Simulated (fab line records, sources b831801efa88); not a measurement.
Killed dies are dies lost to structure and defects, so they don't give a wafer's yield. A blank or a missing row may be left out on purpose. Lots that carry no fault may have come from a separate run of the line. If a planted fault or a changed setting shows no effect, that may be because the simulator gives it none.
fab line records || flow sky130
[record] {"lots": 12, "wafers": 36, "last_day": 50}
route steps=708 shown METAL1@448 PAD_OPEN@708
lots that met no fault: taken from a fault-free run of the same line
start_h: hours from the record's opening day to when the first of the lot's shown wafers began || wait_h: hours from the lot's prior step to this one || " same as the row above || L1.1+2: a row that stands for several wafers || - either no value or no given start || * or withheld: withheld || < > ~ a bound
route shown NAME@n: NAME is a module with steps in the file, n the number in the route of the first one || usual: mean and standard deviation over wafers with no fault || same: alike in all rows || chamber/n: place in a boat || sites: the reading at each site || _std_site: the standard deviation of these || _edge_site: the outer-site mean with the inner-site mean subtracted || radius_mm: how far each site lies from the wafer's centre || mask NAME#n: copy n || behind: tool/chamber where the wafer was last shaped || hold: cause of the lot's hold/its duration in hours/its outcome || device: the transistor (n, p or np) that didn't switch || end of line: the route-end tests of the same wafers || for a step that has no rows: nothing shown but its recipe || killed: not the wafer's yield, but the dies lost to structure and defects at the first sort || map: a wafer's dies, marking killed ones x, the rest . and places with no die _
set.NAME: the setting as run; set.NAME@STEP: as run at that earlier step || model.NAME: the simulator's own value behind a step, which no gauge read
the route's steps for a sample of lots (tables are steps, rows are wafers)
[[steps]]
[step SKY_METAL1_DEVELOP_14]
[recipe] {"develop_time_s": 60, "resist": "KrF-thick", "dev_temp_c": 21}
[usual] {"developer_temp_C": "21.00/0.11"}
{"lot.wafer": "L319.4", "tool": "litho_track-04", "chamber": 0, "start_h": 746, "wait_h": "-", "developer_temp_C": 20.95}
{"lot.wafer": "L319.5", "tool": "litho_track-04", "chamber": 0, "start_h": 746, "wait_h": "-", "developer_temp_C": 21.01}
{"lot.wafer": "L319.6", "tool": "litho_track-04", "chamber": 0, "start_h": 747, "wait_h": "-", "developer_temp_C": 20.83}
{"lot.wafer": "L320.3", "tool": "litho_track-02", "chamber": 0, "start_h": 756, "wait_h": "-", "developer_temp_C": 20.89}
{"lot.wafer": "L320.4", "tool": "litho_track-02", "chamber": 0, "start_h": 756, "wait_h": "-", "developer_temp_C": 21.08}
{"lot.wafer": "L320.5", "tool": "litho_track-02", "chamber": 0, "start_h": 756, "wait_h": "-", "developer_temp_C": 21.03}
{"lot.wafer": "L321.3", "tool": "litho_track-02", "chamber": 0, "start_h": 769, "wait_h": "-", "developer_temp_C": 20.93}
{"lot.wafer": "L321.5", "tool": "litho_track-02", "chamber": 0, "start_h": 769, "wait_h": "-", "developer_temp_C": 20.86}
{"lot.wafer": "L321.6", "tool": "litho_track-02", "chamber": 0, "start_h": 769, "wait_h": "-", "developer_temp_C": 21.08}
{"lot.wafer": "L322.3", "tool": "litho_track-02", "chamber": 0, "start_h": 775, "wait_h": "-", "developer_temp_C": 20.81}
{"lot.wafer": "L322.4", "tool": "litho_track-02", "chamber": 0, "start_h": 775, "wait_h": "-", "developer_temp_C": 20.96}
{"lot.wafer": "L322.6", "tool": "litho_track-02", "chamber": 0, "start_h": 775, "wait_h": "-", "developer_temp_C": 20.81}
{"lot.wafer": "L323.2", "tool": "litho_track-04", "chamber": 0, "start_h": 785, "wait_h": "-", "developer_temp_C": 21.04}
{"lot.wafer": "L323.4", "tool": "litho_track-04", "chamber": 0, "start_h": 785, "wait_h": "-", "developer_temp_C": 20.97}
{"lot.wafer": "L323.6", "tool": "litho_track-04", "chamber": 0, "start_h": 785, "wait_h": "-", "developer_temp_C": 21.00}
{"lot.wafer": "L330.1", "tool": "litho_track-04", "chamber": 0, "start_h": 859, "wait_h": "-", "developer_temp_C": 20.14}
{"lot.wafer": "L330.4", "tool": "litho_track-04", "chamber": 0, "start_h": 859, "wait_h": "-", "developer_temp_C": 20.11}
{"lot.wafer": "L330.5", "tool": "litho_track-04", "chamber": 0, "start_h": 859, "wait_h": "-", "developer_temp_C": 20.09}
{"lot.wafer": "L331.1", "tool": "litho_track-04", "chamber": 0, "start_h": 861, "wait_h": "-", "developer_temp_C": 20.15}
{"lot.wafer": "L331.4", "tool": "litho_track-04", "chamber": 0, "start_h": 861, "wait_h": "-", "developer_temp_C": 20.30}
{"lot.wafer": "L331.5", "tool": "litho_track-04", "chamber": 0, "start_h": 861, "wait_h": "-", "developer_temp_C": 20.20}
{"lot.wafer": "L335.1", "tool": "litho_track-02", "chamber": 0, "start_h": 889, "wait_h": "-", "developer_temp_C": 21.20}
{"lot.wafer": "L335.2", "tool": "litho_track-02", "chamber": 0, "start_h": 889, "wait_h": "-", "developer_temp_C": 21.16}
{"lot.wafer": "L335.4", "tool": "litho_track-02", "chamber": 0, "start_h": 889, "wait_h": "-", "developer_temp_C": 21.08}
{"lot.wafer": "L338.3", "tool": "litho_track-02", "chamber": 0, "start_h": 905, "wait_h": "-", "developer_temp_C": 21.14}
{"lot.wafer": "L338.4", "tool": "litho_track-02", "chamber": 0, "start_h": 905, "wait_h": "-", "developer_temp_C": 21.09}
{"lot.wafer": "L338.6", "tool": "litho_track-02", "chamber": 0, "start_h": 905, "wait_h": "-", "developer_temp_C": 21.13}
{"lot.wafer": "L340.1", "tool": "litho_track-04", "chamber": 0, "start_h": 924, "wait_h": "-", "developer_temp_C": 20.84}
{"lot.wafer": "L340.2", "tool": "litho_track-04", "chamber": 0, "start_h": 924, "wait_h": "-", "developer_temp_C": 20.90}
{"lot.wafer": "L340.4", "tool": "litho_track-04", "chamber": 0, "start_h": 924, "wait_h": "-", "developer_temp_C": 20.85}
{"lot.wafer": "L341.2", "tool": "litho_track-02", "chamber": 0, "start_h": 925, "wait_h": "-", "developer_temp_C": 20.80}
{"lot.wafer": "L341.4", "tool": "litho_track-02", "chamber": 0, "start_h": 925, "wait_h": "-", "developer_temp_C": 20.89}
{"lot.wafer": "L341.6", "tool": "litho_track-02", "chamber": 0, "start_h": 925, "wait_h": "-", "developer_temp_C": 20.92}
{"lot.wafer": "L342.1", "tool": "litho_track-02", "chamber": 0, "start_h": 927, "wait_h": "-", "developer_temp_C": 21.01}
{"lot.wafer": "L342.4", "tool": "litho_track-02", "chamber": 0, "start_h": 927, "wait_h": "-", "developer_temp_C": 20.87}
{"lot.wafer": "L342.6", "tool": "litho_track-02", "chamber": 0, "start_h": 927, "wait_h": "-", "developer_temp_C": 20.98}
[step SKY_PAD_OPEN_PROBE_99]
[usual] {"defect_limited_yield": "82.3/1.8", "killed_at_M0_to_M3": "44/7.2", "killed_at_M4_up": "3.1/1.8", "killed_at_contacts": "24/4.5", "killed_at_front_end": "16/4.4", "killed_at_other": "0.2/0.42", "killed_dies": "87/8.9", "killed_on_rim": "17/4.1", "killed_open": "48/6.4", "killed_short": "39/6.2", "sort_bin_3_pad_short": "0.9/0.46", "sort_bin_5_function": "10.5/1.6", "sort_bin_6_memory": "6.3/1.1", "sort_n_pass": "405/8.9", "sort_yield_pct": "82.3/1.8"}
[same] {"gross_dies": 492, "killed_at_back_side": 0, "sort_bin_4_leakage[%]": 0, "sort_bin_8_speed[%]": 0}
{"lot.wafer": "L321.3", "tool": "prober-01", "chamber": "-", "start_h": 1073.08, "wait_h": 0.2, "defect_limited_yield[%]": 78.9, "killed_at_M0_to_M3": 59, "killed_at_M4_up": 4, "killed_at_contacts": 28, "killed_at_front_end": 13, "killed_at_other": 0, "killed_dies": 104, "killed_on_rim": 17, "killed_open": 66, "killed_short": 38, "sort_bin_3_pad_short[%]": 1.2, "sort_bin_5_function[%]": 12.6, "sort_bin_6_memory[%]": 7.3, "sort_n_pass": 388, "sort_yield_pct[%]": 78.9}
{"lot.wafer": "L321.5", "tool": "prober-01", "chamber": "-", "start_h": 1073.18, "wait_h": 0.2, "defect_limited_yield[%]": 82.1, "killed_at_M0_to_M3": 53, "killed_at_M4_up": 2, "killed_at_contacts": 23, "killed_at_front_end": 10, "killed_at_other": 0, "killed_dies": 88, "killed_on_rim": 20, "killed_open": 51, "killed_short": 37, "sort_bin_3_pad_short[%]": 1.0, "sort_bin_5_function[%]": 10.4, "sort_bin_6_memory[%]": 6.5, "sort_n_pass": 404, "sort_yield_pct[%]": 82.1}
{"lot.wafer": "L321.6", "tool": "prober-01", "chamber": "-", "start_h": 1073.23, "wait_h": 0.2, "defect_limited_yield[%]": 80.5, "killed_at_M0_to_M3": 61, "killed_at_M4_up": 3, "killed_at_contacts": 19, "killed_at_front_end": 12, "killed_at_other": 1, "killed_dies": 96, "killed_on_rim": 29, "killed_open": 53, "killed_short": 43, "sort_bin_3_pad_short[%]": 1.2, "sort_bin_5_function[%]": 11.6, "sort_bin_6_memory[%]": 6.7, "sort_n_pass": 396, "sort_yield_pct[%]": 80.5}
{"lot.wafer": "L322.3", "tool": "prober-02", "chamber": "-", "start_h": 1076.17, "wait_h": 0.2, "defect_limited_yield[%]": 83.5, "killed_at_M0_to_M3": 33, "killed_at_M4_up": 3, "killed_at_contacts": 24, "killed_at_front_end": 19, "killed_at_other": 2, "killed_dies": 81, "killed_on_rim": 14, "killed_open": 44, "killed_short": 37, "sort_bin_3_pad_short[%]": 1.2, "sort_bin_5_function[%]": 10.0, "sort_bin_6_memory[%]": 5.3, "sort_n_pass": 411, "sort_yield_pct[%]": 83.5}
{"lot.wafer": "L322.4", "tool": "prober-02", "chamber": "-", "start_h": 1076.22, "wait_h": 0.2, "defect_limited_yield[%]": 82.1, "killed_at_M0_to_M3": 39, "killed_at_M4_up": 1, "killed_at_contacts": 25, "killed_at_front_end": 23, "killed_at_other": 0, "killed_dies": 88, "killed_on_rim": 16, "killed_open": 56, "killed_short": 32, "sort_bin_3_pad_short[%]": 0.2, "sort_bin_5_function[%]": 12.6, "sort_bin_6_memory[%]": 5.1, "sort_n_pass": 404, "sort_yield_pct[%]": 82.1}
{"lot.wafer": "L322.6", "tool": "prober-02", "chamber": "-", "start_h": 1076.32, "wait_h": 0.2, "defect_limited_yield[%]": 82.3, "killed_at_M0_to_M3": 40, "killed_at_M4_up": 1, "killed_at_contacts": 22, "killed_at_front_end": 23, "killed_at_other": 1, "killed_dies": 87, "killed_on_rim": 20, "killed_open": 41, "killed_short": 46, "sort_bin_3_pad_short[%]": 0.2, "sort_bin_5_function[%]": 11.2, "sort_bin_6_memory[%]": 6.3, "sort_n_pass": 405, "sort_yield_pct[%]": 82.3}
{"lot.wafer": "L323.2", "tool": "prober-01", "chamber": "-", "start_h": 1084.22, "wait_h": 0.1, "defect_limited_yield[%]": 82.3, "killed_at_M0_to_M3": 36, "killed_at_M4_up": 2, "killed_at_contacts": 28, "killed_at_front_end": 21, "killed_at_other": 0, "killed_dies": 87, "killed_on_rim": 26, "killed_open": 49, "killed_short": 38, "sort_bin_3_pad_short[%]": 0.8, "sort_bin_5_function[%]": 12.4, "sort_bin_6_memory[%]": 4.5, "sort_n_pass": 405, "sort_yield_pct[%]": 82.3}
{"lot.wafer": "L323.4", "tool": "prober-01", "chamber": "-", "start_h": 1084.32, "wait_h": 0.2, "defect_limited_yield[%]": 81.3, "killed_at_M0_to_M3": 50, "killed_at_M4_up": 7, "killed_at_contacts": 20, "killed_at_front_end": 15, "killed_at_other": 0, "killed_dies": 92, "killed_on_rim": 18, "killed_open": 40, "killed_short": 52, "sort_bin_3_pad_short[%]": 0.8, "sort_bin_5_function[%]": 10.2, "sort_bin_6_memory[%]": 7.7, "sort_n_pass": 400, "sort_yield_pct[%]": 81.3}
{"lot.wafer": "L323.6", "tool": "prober-01", "chamber": "-", "start_h": 1084.42, "wait_h": 0.2, "defect_limited_yield[%]": 80.3, "killed_at_M0_to_M3": 48, "killed_at_M4_up": 5, "killed_at_contacts": 29, "killed_at_front_end": 15, "killed_at_other": 0, "killed_dies": 97, "killed_on_rim": 26, "killed_open": 50, "killed_short": 47, "sort_bin_3_pad_short[%]": 2.2, "sort_bin_5_function[%]": 10.2, "sort_bin_6_memory[%]": 7.3, "sort_n_pass": 395, "sort_yield_pct[%]": 80.3}
{"lot.wafer": "L330.1", "tool": "prober-02", "chamber": "-", "start_h": 1139.31, "wait_h": 0.1, "defect_limited_yield[%]": 83.3, "killed_at_M0_to_M3": 45, "killed_at_M4_up": 4, "killed_at_contacts": 22, "killed_at_front_end": 11, "killed_at_other": 0, "killed_dies": 82, "killed_on_rim": 17, "killed_open": 48, "killed_short": 34, "sort_bin_3_pad_short[%]": 2.0, "sort_bin_5_function[%]": 9.6, "sort_bin_6_memory[%]": 5.1, "sort_n_pass": 410, "sort_yield_pct[%]": 83.3}
{"lot.wafer": "L330.4", "tool": "prober-02", "chamber": "-", "start_h": 1139.46, "wait_h": 0.2, "defect_limited_yield[%]": 82.5, "killed_at_M0_to_M3": 42, "killed_at_M4_up": 1, "killed_at_contacts": 21, "killed_at_front_end": 21, "killed_at_other": 1, "killed_dies": 86, "killed_on_rim": 15, "killed_open": 51, "killed_short": 35, "sort_bin_3_pad_short[%]": 0.6, "sort_bin_5_function[%]": 9.6, "sort_bin_6_memory[%]": 7.3, "sort_n_pass": 406, "sort_yield_pct[%]": 82.5}
{"lot.wafer": "L330.5", "tool": "prober-02", "chamber": "-", "start_h": 1139.51, "wait_h": 0.2, "defect_limited_yield[%]": 80.7, "killed_at_M0_to_M3": 52, "killed_at_M4_up": 4, "killed_at_contacts": 21, "killed_at_front_end": 18, "killed_at_other": 0, "killed_dies": 95, "killed_on_rim": 18, "killed_open": 49, "killed_short": 46, "sort_bin_3_pad_short[%]": 1.6, "sort_bin_5_function[%]": 9.1, "sort_bin_6_memory[%]": 8.5, "sort_n_pass": 397, "sort_yield_pct[%]": 80.7}
{"lot.wafer": "L342.1", "tool": "prober-02", "chamber": "-", "start_h": 1188.64, "wait_h": 0.1, "defect_limited_yield[%]": 83.1, "killed_at_M0_to_M3": 39, "killed_at_M4_up": 3, "killed_at_contacts": 26, "killed_at_front_end": 15, "killed_at_other": 0, "killed_dies": 83, "killed_on_rim": 14, "killed_open": 57, "killed_short": 26, "sort_bin_3_pad_short[%]": 1.0, "sort_bin_5_function[%]": 9.8, "sort_bin_6_memory[%]": 6.1, "sort_n_pass": 409, "sort_yield_pct[%]": 83.1}
{"lot.wafer": "L342.4", "tool": "prober-02", "chamber": "-", "start_h": 1188.79, "wait_h": 0.2, "defect_limited_yield[%]": 83.3, "killed_at_M0_to_M3": 42, "killed_at_M4_up": 3, "killed_at_contacts": 18, "killed_at_front_end": 19, "killed_at_other": 0, "killed_dies": 82, "killed_on_rim": 15, "killed_open": 46, "killed_short": 36, "sort_bin_3_pad_short[%]": 1.0, "sort_bin_5_function[%]": 10.0, "sort_bin_6_memory[%]": 5.7, "sort_n_pass": 410, "sort_yield_pct[%]": 83.3}
{"lot.wafer": "L342.6", "tool": "prober-02", "chamber": "-", "start_h": 1188.89, "wait_h": 0.2, "defect_limited_yield[%]": 82.1, "killed_at_M0_to_M3": 44, "killed_at_M4_up": 5, "killed_at_contacts": 26, "killed_at_front_end": 13, "killed_at_other": 0, "killed_dies": 88, "killed_on_rim": 21, "killed_open": 47, "killed_short": 41, "sort_bin_3_pad_short[%]": 1.0, "sort_bin_5_function[%]": 11.4, "sort_bin_6_memory[%]": 5.5, "sort_n_pass": 404, "sort_yield_pct[%]": 82.1}
// killed by level:class
L321.3 VIA1:geometric_particle:open=21 CONTACT:geometric_particle:open=16 LI_CONTACT:geometric_particle:open=7 METAL2:geometric_particle:short=6 VIA2:geometric_particle:open=6 METAL3:geometric_particle:short=6 VIA1:geometric_particle:short=5 FIELD_ISO:geometric_particle:short=4
L321.5 VIA1:geometric_particle:open=14 CONTACT:geometric_particle:open=10 METAL1:geometric_particle:short=8 VIA3:geometric_particle:open=7 VIA1:geometric_particle:short=7 LI_CONTACT:geometric_particle:open=5 VIA2:geometric_particle:short=5 VIA2:geometric_particle:open=5
L321.6 VIA1:geometric_particle:open=12 METAL2:geometric_particle:short=9 METAL1:geometric_particle:short=8 CONTACT:geometric_particle:open=7 VIA2:geometric_particle:open=7 VIA3:geometric_particle:open=7 LI_CONTACT:geometric_particle:open=6 FIELD_ISO:geometric_particle:open=5
L322.3 LI_CONTACT:geometric_particle:open=9 VIA3:geometric_particle:open=8 CONTACT:geometric_particle:open=7 FIELD_ISO:geometric_particle:open=5 FIELD_ISO:geometric_particle:short=4 VIA1:geometric_particle:short=4 VIA1:geometric_particle:open=4 VIA2:geometric_particle:open=4
L322.4 VIA1:geometric_particle:open=14 CONTACT:geometric_particle:open=12 FIELD_ISO:geometric_particle:short=6 POLY_GATE:geometric_particle:open=6 LI_CONTACT:geometric_particle:open=6 VIA3:geometric_particle:open=6 POLY_GATE:geometric_particle:short=4 VIA2:geometric_particle:open=4
L322.6 CONTACT:geometric_particle:open=11 FIELD_ISO:geometric_particle:short=7 METAL1:geometric_particle:short=6 VIA1:geometric_particle:open=6 VIA3:geometric_particle:open=6 VIA1:geometric_particle:short=5 POLY_GATE:geometric_particle:short=4 POLY_GATE:geometric_particle:open=4
L323.2 VIA1:geometric_particle:open=11 CONTACT:geometric_particle:open=10 FIELD_ISO:geometric_particle:open=6 VIA2:geometric_particle:open=6 LI_CONTACT:geometric_particle:short=5 LOCAL_INTERCONNECT:geometric_particle:short=4 POLY_GATE:geometric_particle:open=4 LI_CONTACT:geometric_particle:open=4
L323.4 VIA1:geometric_particle:open=16 CONTACT:geometric_particle:short=7 METAL4:geometric_particle:short=7 VIA1:geometric_particle:short=6 POLY_GATE:geometric_particle:short=5 LI_CONTACT:geometric_particle:short=5 VIA3:geometric_particle:open=5 CONTACT:geometric_particle:open=5
L323.6 CONTACT:geometric_particle:open=10 LI_CONTACT:geometric_particle:open=7 CONTACT:geometric_particle:short=7 VIA1:geometric_particle:open=7 METAL1:geometric_particle:short=6 VIA2:geometric_particle:short=6 VIA2:geometric_particle:open=6 VIA1:geometric_particle:short=5
L330.1 VIA1:geometric_particle:open=13 CONTACT:geometric_particle:open=10 CONTACT:geometric_particle:short=6 METAL2:geometric_particle:short=6 VIA3:geometric_particle:open=5 LI_CONTACT:geometric_particle:short=4 VIA1:geometric_particle:short=4 VIA2:geometric_particle:open=4
L330.4 VIA1:geometric_particle:open=12 FIELD_ISO:geometric_particle:open=8 CONTACT:geometric_particle:open=7 VIA3:geometric_particle:open=6 METAL1:geometric_particle:short=5 FIELD_ISO:geometric_particle:short=4 LI_CONTACT:geometric_particle:open=4 CONTACT:geometric_particle:short=4
L330.5 VIA1:geometric_particle:open=11 METAL2:geometric_particle:short=8 VIA3:geometric_particle:open=8 CONTACT:geometric_particle:open=7 LI_CONTACT:geometric_particle:open=5 VIA1:geometric_particle:short=5 VIA2:geometric_particle:open=5 FIELD_ISO:geometric_particle:short=4
L342.1 VIA1:geometric_particle:open=11 LI_CONTACT:geometric_particle:open=10 CONTACT:geometric_particle:open=9 VIA3:geometric_particle:open=6 VIA2:geometric_particle:open=6 FIELD_ISO:geometric_particle:open=5 VIA1:geometric_particle:short=5 POLY_GATE:geometric_particle:short=3
L342.4 VIA1:geometric_particle:open=8 VIA2:geometric_particle:open=8 FIELD_ISO:geometric_particle:open=7 CONTACT:geometric_particle:open=6 VIA3:geometric_particle:open=6 LOCAL_INTERCONNECT:geometric_particle:short=4 METAL3:geometric_particle:short=4 FIELD_ISO:geometric_particle:short=3
L342.6 VIA1:geometric_particle:open=12 CONTACT:geometric_particle:open=9 CONTACT:geometric_particle:short=7 METAL3:geometric_particle:short=6 VIA2:geometric_particle:open=6 POLY_GATE:geometric_particle:open=5 LI_CONTACT:geometric_particle:open=5 METAL4:geometric_particle:short=5
[[key]]
[first_sign] {"step": "SKY_METAL1_DEVELOP_14", "reading": "developer_temp_C", "direction": "down", "sigmas": 7.7, "usual": "*", "struck": "*"}
effect none on later readings
met_at SKY_METAL1_DEVELOP_14
struck_lots L330,L331
onset_between 785 859
[fault] {"kind": "process_parameter_drift", "tool": "litho_track-04", "chamber": "-", "onset_h": 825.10, "steps": "SKY_METAL1_DEVELOP_14", "channel": "dev_temp_c", "offset": "*", "shape": "step", "end_h": 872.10, "acts_in": "*", "stated": "*"}
